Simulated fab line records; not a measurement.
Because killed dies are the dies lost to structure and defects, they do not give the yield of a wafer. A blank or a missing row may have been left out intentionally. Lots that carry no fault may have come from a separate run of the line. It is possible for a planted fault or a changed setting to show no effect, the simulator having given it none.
Which tool did it? / flow gf180mcu / 7 lots, 21 wafers sampled, at 2 steps of a route of 602

## WHAT THE GAUGES READ, wafer by wafer
GF_HV_LDD_CD_MEAS_07: the cd target is 400 nm.
lot=L521; measured=day 10 11:10; on=cd-sem-01; cd-nm (nm)=395.5 397.3 396.7
lot=L523; measured=day 10 21:54; on=cd-sem-01; cd-nm (nm)=398.7 399.9 397.9
lot=L526; measured=day 12 06:52; on=cd-sem-01; cd-nm (nm)=400.0 400.1 399.8
lot=L530; measured=day 13 09:25; on=cd-sem-01; cd-nm (nm)=400.0 398.4 403.9
lot=L536; measured=day 15 00:30; on=cd-sem-01; cd-nm (nm)=409.3 411.4 410.5
lot=L539; measured=day 15 21:01; on=cd-sem-02; cd-nm (nm)=399.7 401.7 399.6
lot=L543; measured=day 16 23:14; on=cd-sem-02; cd-nm (nm)=399.9 399.5 402.2

## TOOL THAT RAN EACH LOT (tool first, then ch and the chambers of the sampled wafers, then the start)
lot=L521; GF_HV_LDD_DEVELOP_06=litho-track-04 ch 0, day 10 11:01
lot=L523; GF_HV_LDD_DEVELOP_06=litho-track-04 ch 0, day 10 21:46
lot=L526; GF_HV_LDD_DEVELOP_06=litho-track-03 ch 0, day 12 06:43
lot=L530; GF_HV_LDD_DEVELOP_06=litho-track-02 ch 0, day 13 09:16
lot=L536; GF_HV_LDD_DEVELOP_06=litho-track-04 ch 0, day 15 00:21
lot=L539; GF_HV_LDD_DEVELOP_06=litho-track-03 ch 0, day 15 20:52
lot=L543; GF_HV_LDD_DEVELOP_06=litho-track-03 ch 0, day 16 23:05
- GF_HV_LDD_DEVELOP_06: develop time 60 s.

## THE ANSWER, worked out from the rows above alone
Rule: the usual values come from the lots themselves. Put in order of their means at a reading, lots are off if they are a third of the lots or fewer, leave a main group of 4 or more, and stand apart from it by a gap of 3 or more times the standard deviation of the main group's means; of several such gaps the widest counts. The tables above print the reading to a certain number of digits; a main group whose means all agree to those digits is not used. Also off: a lot with no number at a reading for which 4 or more lots have one. The other lots that the step has rows for count as sound.
Off: L536 (GF_HV_LDD_CD_MEAS_07, cd-nm). For the main group the mean is 399.5 nm and the standard deviation 1.5.
A tool fits if, at a process step before that reading, it ran every lot that is off, and no sound lot after the first of them. Those tools and the gauges at GF_HV_LDD_CD_MEAS_07 are tried in the same way. 2 tools fit, litho-track-04 at GF_HV_LDD_DEVELOP_06 and cd-sem-01 at GF_HV_LDD_CD_MEAS_07, so this cannot tell which one it is.

## WHAT WAS PUT IN BY THE SIMULATOR
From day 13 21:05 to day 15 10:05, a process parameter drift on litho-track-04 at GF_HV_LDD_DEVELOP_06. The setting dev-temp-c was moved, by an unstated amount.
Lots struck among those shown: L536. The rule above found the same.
